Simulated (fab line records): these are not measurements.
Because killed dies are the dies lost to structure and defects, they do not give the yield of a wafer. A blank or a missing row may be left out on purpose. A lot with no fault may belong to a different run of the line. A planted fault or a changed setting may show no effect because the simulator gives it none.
Which tool was responsible? ; flow sky130 ; 45 wafers from 15 lots sampled at 2 of the route's 708 steps

## WHAT THE GAUGES SHOWED, per wafer
Not one reading of a measure or inspect step in the record can be checked against a usual standard deviation.

## EACH LOT AND THE TOOL THAT RAN IT (in order: tool; ch and the chambers of the sampled wafers; start)
lot;SKY_VT_ADJUST_PCH_IMPLANT_08;SKY_PAD_OPEN_PROBE_99
L831;implanter-03 ch 0, day 10 06:17;-
L832;implanter-04 ch 0, day 10 16:55;-
L835;implanter-04 ch 0, day 11 15:44;-
L836;implanter-04 ch 0, day 12 03:51;-
L837;implanter-03 ch 0, day 12 11:04;-
L838;implanter-04 ch 0, day 12 18:32;-
L839;implanter-04 ch 0, day 13 02:20;prober-01, day 47 22:54
L840;implanter-03 ch 0, day 13 06:28;-
L841;implanter-03 ch 0, day 13 11:07;prober-01, day 48 04:57
L845;implanter-01 ch 0, day 15 00:25;-
L846;implanter-04 ch 0, day 15 03:25;-
L848;implanter-01 ch 0, day 16 03:08;prober-02, day 49 20:49
L849;implanter-01 ch 0, day 16 04:49;-
L853;implanter-03 ch 0, day 17 12:31;-
L854;implanter-04 ch 0, day 17 22:11;-
- SKY_VT_ADJUST_PCH_IMPLANT_08
- SKY_PAD_OPEN_PROBE_99

## AS READ BY THE TOOLS THEMSELVES (means over the sampled wafers that have a number; for cases with no such wafer, the mark the record gives instead)
SKY_VT_ADJUST_PCH_IMPLANT_08. Usual: beam-on-s 10.02 s, standard deviation 0.19; dose-ions-cm2 5e+11, standard deviation 5.5e+08.
lot;tool;beam-on-s (s);dose-ions-cm2;flag
L831;implanter-03;9.88;5e+11;
L832;implanter-04;10.11;5e+11;
L835;implanter-04;10.11;5e+11;
L836;implanter-04;10.18;5e+11;
L837;implanter-03;9.97;5e+11;
L838;implanter-04;10.20;5e+11;
L839;implanter-04;9.87;5e+11;
L840;implanter-03;10.01;5e+11;
L841;implanter-03;10.21;5e+11;
L845;implanter-01;9.95;5e+11;
L846;implanter-04;9.84;5e+11;
L848;implanter-01;9.95;5e+11;
L849;implanter-01;10.06;5e+11;
L853;implanter-03;9.97;5e+11;
L854;implanter-04;10.04;5e+11;

SKY_PAD_OPEN_PROBE_99. Usual: killed_at_M0_to_M3 43, standard deviation 6.7; killed_at_M4_up 3.2, standard deviation 1.8; killed-at-contacts 24, standard deviation 4.8; killed-at-front-end 16, standard deviation 4.2; killed-at-other 0.3, standard deviation 0.56; killed-dies 86, standard deviation 8.5; killed-open 47, standard deviation 6.7; killed-short 39, standard deviation 6.
lot;tool;killed_at_M0_to_M3;killed_at_M4_up;killed-at-contacts;killed-at-front-end;killed-at-other;killed-dies;killed-open;killed-short;flag
L839;prober-01;46;4.7;27;12;0.0;90;52;37;
L841;prober-01;44;2.7;19;12;0.3;78;41;37;
L848;prober-02;33;3.0;25;17;1.0;79;42;37;

## THE ANSWER, worked out from the rows above alone
Rule: take the mean of a lot's wafers that have a number; if it is more than 3 standard deviations from the usual mean, the lot is off. Also off: a lot with no number at a reading for which 4 or more lots have one. Where the step has rows for the other lots, those lots are counted as sound. Order of review: gauges by route order, followed by the tools' own readings, for which a lot's mean as printed above is used. At the first step where some lot is off, the reading lying furthest off is the one used; lots without a number count as furthest.
No lot is off at any reading shown: from this, nothing can be told.

## WHAT THE SIMULATOR HAD PUT IN
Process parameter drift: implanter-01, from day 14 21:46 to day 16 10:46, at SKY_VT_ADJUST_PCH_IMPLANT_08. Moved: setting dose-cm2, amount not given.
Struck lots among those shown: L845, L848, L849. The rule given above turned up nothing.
